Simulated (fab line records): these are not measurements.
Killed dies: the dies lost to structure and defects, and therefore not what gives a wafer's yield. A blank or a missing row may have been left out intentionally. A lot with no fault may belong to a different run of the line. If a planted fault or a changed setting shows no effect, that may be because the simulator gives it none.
Problem report, 8D (eight disciplines) form, completed by code | flow sky130 | the parts of the form that need people (team, actions taken, sign-off) are left out

== 1. THE PROBLEM ==
Mean of beam-energy-keV at SKY_SONOS_TUNNEL_IMPLANT_09: 20.794 across 6 wafers in 2 lots; on wafers with no fault it is 20.000 (standard deviation 0.0058). That is +99 or more standard deviations from the usual mean.
The first sign was on wafer L216.1 at day 14 07:46, on implanter-03. The record holds 18 wafers of 6 lots with a number at this step. Rule for "out", or "out of limits": more than 4 standard deviations from the usual mean. Any other wafer with a number is counted as sound.

== 2. WHAT IT IS AND WHAT IT IS NOT ==
question                    | is                     | is not
which readings at this step | beam-energy-keV        | -
which lots                  | L216, L218             | L208, L225, L226, L229
which wafers of those lots  | all that have a number | -
read on which tools         | implanter-03           | implanter-02, implanter-04
when                        | from day 14 07:46      | up to then (3 sound wafers); but 9 sound wafers of L225, L226, L229 came after

== 3. THE SUSPECTS, EACH WITH WHAT RULES IT OUT ==
Counting: a tool at a process step up to the reading stays a suspect if it ran every lot that is out and no sound lot after the first of them.
- implanter-03 at SKY_SONOS_TUNNEL_IMPLANT_09: kept. All lots that are out passed through it, beginning with L216 at day 14 07:46, and no sound lot followed; its final sound lot before that point was L208 at day 11 19:30. On those wafers its own readings are out: beam-energy-keV.
The count leaves implanter-03 at SKY_SONOS_TUNNEL_IMPLANT_09.

== 4. THE CAUSE (what the simulator had put in) ==
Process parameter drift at SKY_SONOS_TUNNEL_IMPLANT_09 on implanter-03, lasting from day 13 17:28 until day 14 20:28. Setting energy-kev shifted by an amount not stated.
After counting, this tool was the only one left.

== 5. SEQUENCE OF EFFECTS, ordered by route ==
Rows list readings where the struck wafers' mean (over those with a number) sits beyond 3 standard deviations from the usual. Scope: only readings with a usual standard deviation given in the record; hours: median across lots of the time from each lot's start at the first step in this table that gives one to its start at this step; sigmas: change in usual standard deviations.
hours | step                        | reading         | usual  | on struck wafers | change | sigmas
0     | SKY_SONOS_TUNNEL_IMPLANT_09 | beam-energy-keV | 20.000 | 20.794           | +0.794 | +99 or more
Its process steps:
- SKY_SONOS_TUNNEL_IMPLANT_09

== 6. HOW IT WOULD HAVE BEEN CAUGHT EARLIER ==
The fault began at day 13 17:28; the first out-of-limits reading in this record came at day 14 07:46, 14 hours later.
